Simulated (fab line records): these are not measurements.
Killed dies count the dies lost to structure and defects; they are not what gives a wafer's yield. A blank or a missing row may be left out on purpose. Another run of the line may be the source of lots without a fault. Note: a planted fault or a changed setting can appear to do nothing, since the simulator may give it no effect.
The tool behind it: which one?    flow sky130    6 lots, 17 wafers sampled, at 2 steps of a route of 708

== WHAT THE GAUGES SHOWED, per wafer ==
SKY_PASSIVATION_THK_MEAS_03.
lot   measured      on             PASSIVATION_CVD_02_THK (nm)
L603  day 44 05:32  film-metro-03  539 538 536
L607  day 45 05:41  film-metro-02  546 529 534
L609  day 46 09:11  film-metro-04  534 534 546
L617  day 48 01:34  film-metro-03  546 601
L621  day 49 04:31  film-metro-02  531 537 540
L624  day 49 09:53  film-metro-02  527 533 542

== WHAT TOOL EACH LOT RAN ON (gives the tool, then ch and the chambers of the sampled wafers, and finally the start) ==
lot   SKY_PASSIVATION_CVD_02
L603  pecvd-02 ch 0,2, day 44 05:17
L607  pecvd-01 ch 0,2, day 45 05:28
L609  pecvd-02 ch 0,2, day 46 08:56
L617  pecvd-02 ch 1,2, day 48 01:20
L621  pecvd-04 ch 0,1,2, day 49 04:17
L624  pecvd-01 ch 0,1,2, day 49 09:40
- SKY_PASSIVATION_CVD_02: deposits Si3N4, target thk 540 nm.

== THE ANSWER, worked out from the rows above alone ==
Rule: usual is defined by the lots themselves. The widest of any qualifying gaps counts: lots, ordered by their means at a reading, are off when they make up no more than a third of the lots, leave a main group of 4 or more, and stand apart from it by 3 or more times the standard deviation of that group's means. A main group is skipped when, at the precision printed for the reading in the tables above, its means are all equal. Also off: a lot with no number at a reading for which 4 or more lots have one. Any other lot the step has rows for is counted as sound.
Off: at SKY_PASSIVATION_THK_MEAS_03 (PASSIVATION_CVD_02_THK), L617. Main group: mean 536 nm, sd 1.4.
If a tool, at a process step before that reading, ran all the lots that are off and no sound lot after the first of them, it fits. Gauges at SKY_PASSIVATION_THK_MEAS_03: tried the same way as those tools. This does not decide it: 2 tools fit, namely pecvd-02 at SKY_PASSIVATION_CVD_02 and film-metro-03 at SKY_PASSIVATION_THK_MEAS_03.

== WHAT THE SIMULATOR HAD INSERTED ==
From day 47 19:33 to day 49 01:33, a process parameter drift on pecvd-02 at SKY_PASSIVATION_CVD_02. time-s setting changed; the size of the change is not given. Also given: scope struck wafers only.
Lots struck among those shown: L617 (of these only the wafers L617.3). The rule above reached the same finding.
